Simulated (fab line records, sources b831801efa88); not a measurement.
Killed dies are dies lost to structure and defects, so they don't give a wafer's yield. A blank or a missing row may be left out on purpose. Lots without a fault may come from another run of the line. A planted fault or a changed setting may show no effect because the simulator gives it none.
Which tool did it? | flow gf180mcu | 6 lots, 18 wafers sampled, at 3 steps of a route of 602

WHAT THE GAUGES READ, wafer by wafer
GF_POLY_GATE_THK_MEAS_01.
lot  | measured     | on            | POLY_GATE_CVD_00_THK (nm)
L107 | day 9 08:23  | film_metro-04 | 197.7 200.6 197.1
L112 | day 10 21:52 | film_metro-02 | 217.5 216.4 216.2
L116 | day 12 06:14 | film_metro-02 | 199.2 199.9 198.5
L120 | day 13 07:35 | film_metro-02 | 203.5 202.9 201.8
L125 | day 14 17:25 | film_metro-02 | 203.0 203.4 201.4
L127 | day 15 08:24 | film_metro-03 | 201.1 199.5 200.8

WHICH TOOL RAN EACH LOT (tool, then ch and the chambers of the sampled wafers, then the start)
lot  | GF_VT_IMPLANT_STRIP_31               | GF_POLY_GATE_CVD_00
L107 | plasma_asher-03 ch 0,1, day 7 17:47  | lpcvd-02 ch 0, day 9 07:02
L112 | plasma_asher-02 ch 0, day 9 01:06    | lpcvd-01 ch 1, day 10 20:32
L116 | plasma_asher-03 ch 0,1, day 10 06:01 | lpcvd-02 ch 0, day 12 03:14
L120 | plasma_asher-03 ch 0,1, day 11 08:20 | lpcvd-02 ch 0, day 13 06:13
L125 | plasma_asher-01 ch 0,1, day 12 16:15 | lpcvd-02 ch 0, day 14 16:04
L127 | plasma_asher-02 ch 0,1, day 13 03:52 | lpcvd-01 ch 0, day 15 07:04
- GF_VT_IMPLANT_STRIP_31: strips in O2/N2.
- GF_POLY_GATE_CVD_00: deposits poly-Si, target thk 200 nm, time 1200 s.

THE ANSWER, worked out from the rows above alone
Rule: what is usual is taken from the lots themselves. Put in order of their means at a reading, lots are off if they are a third of the lots or fewer, leave a main group of 4 or more, and stand apart from it by a gap of 3 or more times the standard deviation of the main group's means; of several such gaps the widest counts. A main group whose means are all the same, to the digits that the tables above print for the reading, isn't used. A lot without any number at a reading at which 4 lots or more have one is off too. The other lots that the step has rows for count as sound.
Off: L112, at GF_POLY_GATE_THK_MEAS_01 (POLY_GATE_CVD_00_THK). The main group: mean 200.7 nm, standard deviation 1.7.
A tool fits if, at a process step before that reading, it ran every lot that is off, and no sound lot after the first of them. The gauges at GF_POLY_GATE_THK_MEAS_01 are tried like those tools. None of those tried fits.

WHAT THE SIMULATOR HAD PUT IN
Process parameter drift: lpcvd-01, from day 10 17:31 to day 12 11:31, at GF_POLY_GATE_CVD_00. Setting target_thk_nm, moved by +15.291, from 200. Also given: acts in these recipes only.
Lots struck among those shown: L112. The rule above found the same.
